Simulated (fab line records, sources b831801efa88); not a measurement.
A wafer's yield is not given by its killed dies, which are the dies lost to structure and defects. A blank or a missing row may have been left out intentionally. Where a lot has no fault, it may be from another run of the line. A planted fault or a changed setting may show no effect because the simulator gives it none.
fab line records	flow sky130
record: lots: 12	wafers: 36	last-day: 48
route steps=708 shown VT_ADJUST_LVTN@106 VT_ADJUST_NCORE@128 PAD_OPEN@708
lots that met no fault: taken from a fault-free run of the same line
start-h: hours from the record's first day to the start of the lot's first wafer shown	wait-h: how many hours have passed since the lot's step before this one	" repeats the value in the row above	L1.1+2: a row that stands for several wafers	- either no value or no given start	* or withheld: withheld	< > ~ a bound
route shown NAME@n: a module of which the file shows steps, and the number in the route of the first	usual: mean/standard deviation of fault-free wafers	same: alike in all rows	chamber/n: place in a boat	sites: readings site by site	_std_site: the values' standard deviation	_edge_site: mean of outer sites minus mean of inner sites	radius-mm: how far each site lies from the wafer's centre	mask NAME#n: copy n	behind: tool/chamber where the wafer was last shaped	hold: cause of the lot's hold/its duration in hours/its outcome	device: the n, p or np transistor that did not switch	end of line: the route-end tests of the same wafers	a step given without rows: its recipe and nothing more	killed: at the first sort, the dies lost to defects and structure; wafer yield is something else	map: a wafer's dies, x killed, . not, _ none there
set.NAME: the run value of the setting; set.NAME@STEP: its run value at that earlier step	model.NAME: the simulator's own value behind a step, which no gauge read
one table for each step of the route and one row for each wafer, over a sample of lots
services: from which hour (start-h, from the record's first day; less than 0 if before it) a tool's chamber was out of use, for how many hours, and why
== steps ==
step: SKY_VT_ADJUST_LVTN_STRIP_09
recipe: chemistry: O2/N2	power-w: 1400	pressure-mtorr: 1500	platen-temp-c: withheld	o2-flow-sccm: 3000	n2-flow-sccm: 300	overash-fraction: 0.5
usual: drypump-motor-current-A: 5.74/0.15	oes-product-au: 0.722/0.0047	strip-time-to-endpoint-s: 36.95/0.1
lot.wafer	tool	chamber	start-h	wait-h	drypump-motor-current-A	oes-product-au	rf-hours-counter-h	strip-time-to-endpoint-s
L407.3	plasma-asher-04	1	139.99	0.1	5.75	0.720	-	36.97
L407.5	"	1	"	"	5.75	0.730	-	36.82
L407.6	"	0	"	"	5.80	0.720	-	36.89
L408.1	plasma-asher-02	0	147.20	0.1	5.63	0.720	48	36.97
L408.3	"	1	"	"	5.53	0.722	-	37.01
L408.5	"	0	"	"	5.64	0.715	-	37.10
L409.1	plasma-asher-04	1	155.46	0.1	5.75	0.721	42	37.00
L409.4	"	0	"	"	5.80	0.722	-	36.98
L409.5	"	1	"	"	5.77	0.722	-	36.97
L410.2	plasma-asher-04	0	164.50	0.1	5.80	0.722	43	36.93
L410.5	"	1	"	"	5.76	0.731	-	36.94
L410.6	"	0	"	"	5.80	0.718	-	37.01
L411.3	plasma-asher-04	1	171.93	0.1	5.75	0.712	-	36.97
L411.5	"	1	"	"	5.76	0.725	-	37.03
L411.6	"	0	"	"	5.81	0.731	-	36.99
L412.2	plasma-asher-02	0	177.01	0.1	5.67	0.721	52	36.97
L412.4	"	1	"	"	5.53	0.730	-	36.88
L412.6	"	0	"	"	5.66	0.722	-	36.87
L413.3	plasma-asher-04	0	181.33	0.1	5.79	0.725	-	37.10
L413.4	"	1	"	"	5.76	0.726	-	37.07
L413.6	"	0	"	"	5.81	0.721	-	37.08
L416.1	plasma-asher-04	1	199.80	0.1	5.75	0.722	47	36.92
L416.2	"	0	"	"	5.79	0.725	47	36.94
L416.4	"	0	"	"	5.81	0.721	-	36.96
L417.2	plasma-asher-02	0	203.20	0.1	5.67	0.719	54	36.99
L417.4	"	0	"	"	5.64	0.729	-	36.90
L417.5	"	1	"	"	5.53	0.719	-	36.97
L418.2	plasma-asher-01	1	212.81	0.1	5.60	0.720	40	37.13
L418.3	"	0	"	"	6.09	0.731	-	36.96
L418.4	"	1	"	"	5.60	0.718	-	36.98
L419.4	plasma-asher-02	0	227.10	0.1	5.63	0.726	-	36.99
L419.5	"	1	"	"	5.51	0.716	-	36.90
L419.6	"	0	"	"	5.64	0.721	-	36.97
L420.2	plasma-asher-02	0	231.51	0.1	5.65	0.724	57	36.96
L420.4	"	0	"	"	5.66	0.731	-	36.89
L420.6	"	0	"	"	5.65	0.720	-	37.00
step: SKY_VT_ADJUST_LVTN_TW_MEAS_10
usual: VT_ADJUST_LVTN_TW: 241.8/1.9
lot.wafer	tool	chamber	start-h	wait-h	VT_ADJUST_LVTN_TW
L407.3	film-metro-03	-	140.08	0.1	242.1
L407.5	"	-	"	"	242.7
L407.6	"	-	"	"	240.3
L408.1	film-metro-02	-	147.30	0.1	240.2
L408.3	"	-	"	"	239.4
L408.5	"	-	"	"	238.4
L409.1	film-metro-02	-	155.56	0.1	239.7
L409.4	"	-	"	"	239.5
L409.5	"	-	"	"	239.0
L410.2	film-metro-01	-	164.61	0.1	245.2
L410.5	"	-	"	"	242.9
L410.6	"	-	"	"	244.7
L411.3	film-metro-03	-	172.02	0.1	241.8
L411.5	"	-	"	"	242.1
L411.6	"	-	"	"	242.8
L412.2	film-metro-02	-	177.12	0.1	238.7
L412.4	"	-	"	"	238.5
L412.6	"	-	"	"	238.3
L413.3	film-metro-03	-	181.42	0.1	241.6
L413.4	"	-	"	"	242.4
L413.6	"	-	"	"	242.4
L416.1	film-metro-03	-	199.90	0.1	242.3
L416.2	"	-	"	"	241.2
L416.4	"	-	"	"	242.0
L417.2	film-metro-02	-	203.31	0.1	241.7
L417.4	"	-	"	"	241.8
L417.5	"	-	"	"	242.4
L418.2	film-metro-02	-	212.92	0.1	242.0
L418.3	"	-	"	"	241.1
L418.4	"	-	"	"	241.8
L419.4	film-metro-02	-	227.19	0.1	240.6
L419.5	"	-	"	"	240.7
L419.6	"	-	"	"	241.6
L420.2	film-metro-02	-	231.62	0.1	240.5
L420.4	"	-	"	"	242.7
L420.6	"	-	"	"	241.5
step: SKY_VT_ADJUST_LVTN_OVL_MEAS_18
usual: VT_ADJUST_LVTN_01_OVL: 0.3/1
lot.wafer	tool	chamber	start-h	wait-h	VT_ADJUST_LVTN_01_OVL[nm]
L407.3	overlay-01	-	159.59	0.1	0.0
L407.5	"	-	"	"	-0.4
L407.6	"	-	"	"	1.9
L408.1	overlay-01	-	167.18	0.1	0.0
L408.3	"	-	"	"	1.4
L408.5	"	-	"	"	-0.7
L409.1	overlay-02	-	175.93	0.1	0.8
L409.4	"	-	"	"	0.7
L409.5	"	-	"	"	1.7
L410.2	overlay-02	-	184.63	0.1	1.0
L410.5	"	-	"	"	1.7
L410.6	"	-	"	"	1.3
L411.3	overlay-02	-	192.19	0.1	0.4
L411.5	"	-	"	"	0.7
L411.6	"	-	"	"	1.9
L412.2	overlay-01	-	196.93	0.1	1.1
L412.4	"	-	"	"	0.2
L412.6	"	-	"	"	1.1
L413.3	overlay-01	-	201.79	0.1	2.9
L413.4	"	-	"	"	0.8
L413.6	"	-	"	"	1.9
L416.1	overlay-01	-	221.17	0.1	-0.6
L416.2	"	-	"	"	1.5
L416.4	"	-	"	"	2.0
L417.2	overlay-02	-	224.93	0.1	-0.8
L417.4	"	-	"	"	0.0
L417.5	"	-	"	"	-0.2
L418.2	overlay-01	-	235.38	0.1	-0.5
L418.3	"	-	"	"	-0.2
L418.4	"	-	"	"	0.0
L419.4	overlay-02	-	249.63	0.1	-0.2
L419.5	"	-	"	"	-1.5
L419.6	"	-	"	"	-0.7
L420.2	overlay-01	-	255.53	0.1	0.7
L420.4	"	-	"	"	-0.1
L420.6	"	-	"	"	0.0
step: SKY_VT_ADJUST_NCORE_IMPLANT_09
recipe: species: B	energy-kev: 10	dose-cm2: 2.4e+12	tilt-deg: withheld
usual: implant-ion-amu: 11/0
lot.wafer	tool	chamber	start-h	wait-h	implant-ion-amu
L407.3	implanter-03	0	180.38	0.1	11
L407.5	"	0	"	"	11
L407.6	"	0	"	"	11
L408.1	implanter-03	0	187.58	0.0	11
L408.3	"	0	"	"	11
L408.5	"	0	"	"	11
L409.1	implanter-03	0	196.20	0.0	11
L409.4	"	0	"	"	11
L409.5	"	0	"	"	11
L410.2	implanter-04	0	205.06	0.0	11
L410.5	"	0	"	"	11
L410.6	"	0	"	"	11
L411.3	implanter-03	0	213.27	0.1	11
L411.5	"	0	"	"	11
L411.6	"	0	"	"	11
L412.2	implanter-04	0	217.60	0.0	11
L412.4	"	0	"	"	11
L412.6	"	0	"	"	11
L413.3	implanter-04	0	223.42	0.1	11
L413.4	"	0	"	"	11
L413.6	"	0	"	"	11
L416.1	implanter-01	0	245.00	0.0	11
L416.2	"	0	"	"	11
L416.4	"	0	"	"	11
L417.2	implanter-03	0	247.91	0.0	49
L417.4	"	0	"	"	49
L417.5	"	0	"	"	49
L418.2	implanter-03	0	259.45	0.0	49
L418.3	"	0	"	"	49
L418.4	"	0	"	"	49
L419.4	implanter-01	0	274.86	0.1	49
L419.5	"	0	"	"	49
L419.6	"	0	"	"	49
L420.2	implanter-01	0	280.50	0.0	49
L420.4	"	0	"	"	49
L420.6	"	0	"	"	49
step: SKY_VT_ADJUST_NCORE_TW_MEAS_11
usual: VT_ADJUST_NCORE_TW: 219.9/1.7
lot.wafer	tool	chamber	start-h	wait-h	VT_ADJUST_NCORE_TW
L407.3	film-metro-04	-	180.60	0.1	219.3
L407.5	"	-	"	"	218.7
L407.6	"	-	"	"	218.1
L408.1	film-metro-04	-	187.83	0.1	219.0
L408.3	"	-	"	"	217.9
L408.5	"	-	"	"	218.7
L409.1	film-metro-01	-	196.45	0.1	218.5
L409.4	"	-	"	"	220.9
L409.5	"	-	"	"	220.0
L410.2	film-metro-02	-	205.29	0.1	218.8
L410.5	"	-	"	"	220.7
L410.6	"	-	"	"	219.9
L411.3	film-metro-02	-	213.49	0.1	219.0
L411.5	"	-	"	"	220.0
L411.6	"	-	"	"	220.5
L412.2	film-metro-04	-	217.83	0.1	219.7
L412.4	"	-	"	"	218.1
L412.6	"	-	"	"	218.8
L413.3	film-metro-01	-	223.64	0.1	219.3
L413.4	"	-	"	"	221.6
L413.6	"	-	"	"	220.8
L416.1	film-metro-04	-	245.25	0.1	218.8
L416.2	"	-	"	"	219.0
L416.4	"	-	"	"	217.7
L417.2	film-metro-02	-	248.14	0.1	317.1
L417.4	"	-	"	"	318.3
L417.5	"	-	"	"	317.5
L418.2	film-metro-02	-	259.68	0.1	316.7
L418.3	"	-	"	"	318.4
L418.4	"	-	"	"	316.6
L419.4	film-metro-04	-	275.06	0.1	317.3
L419.5	"	-	"	"	318.6
L419.6	"	-	"	"	317.2
L420.2	film-metro-01	-	280.73	0.1	323.0
L420.4	"	-	"	"	324.1
L420.6	"	-	"	"	321.9
step: SKY_PAD_OPEN_PROBE_99
usual: killed_at_M0_to_M3: 43/7.6	killed_at_M4_up: 2.9/1.9	killed-at-contacts: 24/5	killed-at-front-end: 15/4.3	killed-at-other: 0.3/0.54	killed-dies: 85/10	killed-open: 47/7	killed-short: 38/6.4
same: gross-dies: 492	killed-at-back-side: 0
lot.wafer	tool	chamber	start-h	wait-h	killed_at_M0_to_M3	killed_at_M4_up	killed-at-contacts	killed-at-front-end	killed-at-other	killed-dies	killed-open	killed-short
L407.3	prober-02	-	1075.92	0.2	35	4	25	22	0	86	41	45
L407.5	prober-02	-	1076.02	0.2	31	4	36	16	1	88	56	32
L407.6	prober-02	-	1076.07	0.2	43	5	22	20	0	90	42	48
L417.2	prober-01	-	1138.36	0.1	48	2	26	16	0	92	48	44
L417.4	prober-01	-	1138.46	0.2	43	3	27	7	0	80	39	41
L417.5	prober-01	-	1138.51	0.2	43	4	26	14	1	88	47	41
L418.2	prober-01	-	1146.53	0.1	51	3	22	20	2	98	56	42
L418.3	prober-01	-	1146.58	0.2	53	1	22	19	2	97	52	45
L418.4	prober-01	-	1146.63	0.2	44	2	18	15	0	79	44	35
L419.4	prober-02	-	1154.94	0.2	32	2	25	9	0	68	47	21
L419.5	prober-02	-	1154.99	0.2	38	1	24	8	0	71	44	27
L419.6	prober-02	-	1155.04	0.2	48	3	19	11	0	81	50	31
L420.2	prober-01	-	1161.13	0.1	48	2	27	18	1	96	57	39
L420.4	prober-01	-	1161.23	0.2	43	1	27	19	0	90	47	43
L420.6	prober-01	-	1161.33	0.2	44	4	33	10	0	91	52	39
killed by level:class
L407.3 FIELD_ISO:geometric-particle:open=8 VIA1:geometric-particle:open=8 LOCAL_INTERCONNECT:geometric-particle:short=7 LI_CONTACT:geometric-particle:open=6 CONTACT:geometric-particle:short=6 METAL2:geometric-particle:short=5 FIELD_ISO:geometric-particle:short=4 POLY_GATE:geometric-particle:short=4
L407.5 VIA1:geometric-particle:open=15 CONTACT:geometric-particle:open=12 CONTACT:geometric-particle:short=10 LOCAL_INTERCONNECT:geometric-particle:short=8 POLY_GATE:geometric-particle:open=6 VIA3:geometric-particle:open=6 FIELD_ISO:geometric-particle:short=5 LI_CONTACT:geometric-particle:open=4
L407.6 VIA1:geometric-particle:open=13 CONTACT:geometric-particle:short=8 FIELD_ISO:geometric-particle:short=7 CONTACT:geometric-particle:open=6 VIA3:geometric-particle:open=6 VIA3:geometric-particle:short=5 POLY_GATE:geometric-particle:short=4 SPACER:geometric-particle:short=4
L417.2 VIA2:geometric-particle:open=13 CONTACT:geometric-particle:open=8 CONTACT:geometric-particle:short=8 VIA1:geometric-particle:short=8 VIA1:geometric-particle:open=8 METAL2:geometric-particle:short=7 POLY_GATE:geometric-particle:short=5 VIA3:geometric-particle:open=5
L417.4 METAL2:geometric-particle:short=9 LI_CONTACT:geometric-particle:open=8 CONTACT:geometric-particle:open=8 VIA3:geometric-particle:open=7 LI_CONTACT:geometric-particle:short=6 METAL1:geometric-particle:short=5 VIA2:geometric-particle:short=4 VIA2:geometric-particle:open=4
L417.5 VIA1:geometric-particle:open=14 CONTACT:geometric-particle:open=8 VIA3:geometric-particle:open=7 LI_CONTACT:geometric-particle:open=6 CONTACT:geometric-particle:short=6 METAL1:geometric-particle:short=6 VIA1:geometric-particle:short=5 POLY_GATE:geometric-particle:short=4
L418.2 CONTACT:geometric-particle:open=14 VIA1:geometric-particle:open=10 VIA2:geometric-particle:open=10 VIA3:geometric-particle:short=6 FIELD_ISO:geometric-particle:short=5 POLY_GATE:geometric-particle:short=5 LI_CONTACT:geometric-particle:open=5 METAL2:geometric-particle:short=5
L418.3 VIA1:geometric-particle:open=11 CONTACT:geometric-particle:open=9 FIELD_ISO:geometric-particle:short=8 VIA3:geometric-particle:open=8 LI_CONTACT:geometric-particle:open=7 VIA2:geometric-particle:open=7 VIA3:geometric-particle:short=5 VIA1:geometric-particle:short=5
L418.4 VIA1:geometric-particle:short=9 VIA1:geometric-particle:open=9 VIA3:geometric-particle:open=8 VIA2:geometric-particle:open=7 FIELD_ISO:geometric-particle:short=6 LI_CONTACT:geometric-particle:open=6 FIELD_ISO:geometric-particle:open=5 CONTACT:geometric-particle:open=5
L419.4 CONTACT:geometric-particle:open=12 VIA3:geometric-particle:open=7 FIELD_ISO:geometric-particle:open=6 VIA1:geometric-particle:open=6 VIA2:geometric-particle:open=6 LI_CONTACT:geometric-particle:open=5 LOCAL_INTERCONNECT:geometric-particle:short=4 CONTACT:geometric-particle:short=3
L419.5 VIA1:geometric-particle:open=12 CONTACT:geometric-particle:open=11 VIA1:geometric-particle:short=7 LI_CONTACT:geometric-particle:open=6 METAL1:geometric-particle:short=4 VIA2:geometric-particle:open=4 FIELD_ISO:geometric-particle:open=3 LOCAL_INTERCONNECT:geometric-particle:short=3
L419.6 VIA1:geometric-particle:open=12 VIA2:geometric-particle:open=10 VIA3:geometric-particle:open=10 CONTACT:geometric-particle:open=7 LI_CONTACT:geometric-particle:open=5 LI_CONTACT:geometric-particle:short=4 METAL2:geometric-particle:short=4 POLY_GATE:geometric-particle:open=3
L420.2 VIA1:geometric-particle:open=13 CONTACT:geometric-particle:open=12 LI_CONTACT:geometric-particle:open=7 VIA2:geometric-particle:open=7 VIA1:geometric-particle:short=6 VIA3:geometric-particle:open=6 FIELD_ISO:geometric-particle:short=5 POLY_GATE:geometric-particle:open=4
L420.4 CONTACT:geometric-particle:open=12 FIELD_ISO:geometric-particle:short=9 VIA1:geometric-particle:open=9 VIA3:geometric-particle:open=7 VIA2:geometric-particle:open=7 METAL1:geometric-particle:short=6 LI_CONTACT:geometric-particle:short=5 LI_CONTACT:geometric-particle:open=5
L420.6 VIA1:geometric-particle:open=15 CONTACT:geometric-particle:open=14 CONTACT:geometric-particle:short=10 VIA2:geometric-particle:open=7 FIELD_ISO:geometric-particle:open=6 VIA1:geometric-particle:short=6 VIA2:geometric-particle:short=4 LI_CONTACT:geometric-particle:open=4
== services ==
tool	chamber	start-h	hours	kind
plasma-asher-04	-	116.23	2.8	pm
implanter-01	-	135.94	11.4	pm
plasma-asher-01	-	155.26	11.5	repair
implanter-01	-	193.19	1.1	repair
implanter-01	-	206.83	2.6	repair
implanter-01	-	217.47	1.9	pm
implanter-01	-	220.55	0.7	repair
plasma-asher-02	-	228.71	2.8	pm
implanter-03	-	237.67	2.4	repair
implanter-04	-	241.29	2.0	repair
plasma-asher-04	-	245.45	0.6	repair
implanter-03	-	263.22	4.8	pm
== key ==
first-sign: step: SKY_VT_ADJUST_NCORE_IMPLANT_09	reading: implant-ion-amu	direction: up	sigmas: 99+	usual: 11	struck: 49
effect: step: SKY_VT_ADJUST_NCORE_TW_MEAS_11	reading: VT_ADJUST_NCORE_TW	direction: up	sigmas: 60	usual: 219.9	struck: 318.9
met-at SKY_VT_ADJUST_NCORE_IMPLANT_09
struck-lots L417,L418,L419,L420
tester-left-out L417,L418,L419,L420
not-acting-at SKY_VT_ADJUST_LVTN_STRIP_09,SKY_VT_ADJUST_LVTN_TW_MEAS_10,SKY_VT_ADJUST_LVTN_OVL_MEAS_18
onset-between 245.00 247.91
fault: kind: wrong-recipe-download	tool: implanter-01,implanter-03,implanter-04	chamber: -	onset-h: 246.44	steps: SKY_VT_ADJUST_NCORE_IMPLANT_09	wrong-recipe.not-listed: 1
tester-left-out: of these lots the tester's yield and bins aren't shown, on N5 and GAA mostly nor the transistor test; their killed dies are dies lost to structure and defects alone, not to doping, threshold or leakage, so they don't give the yield
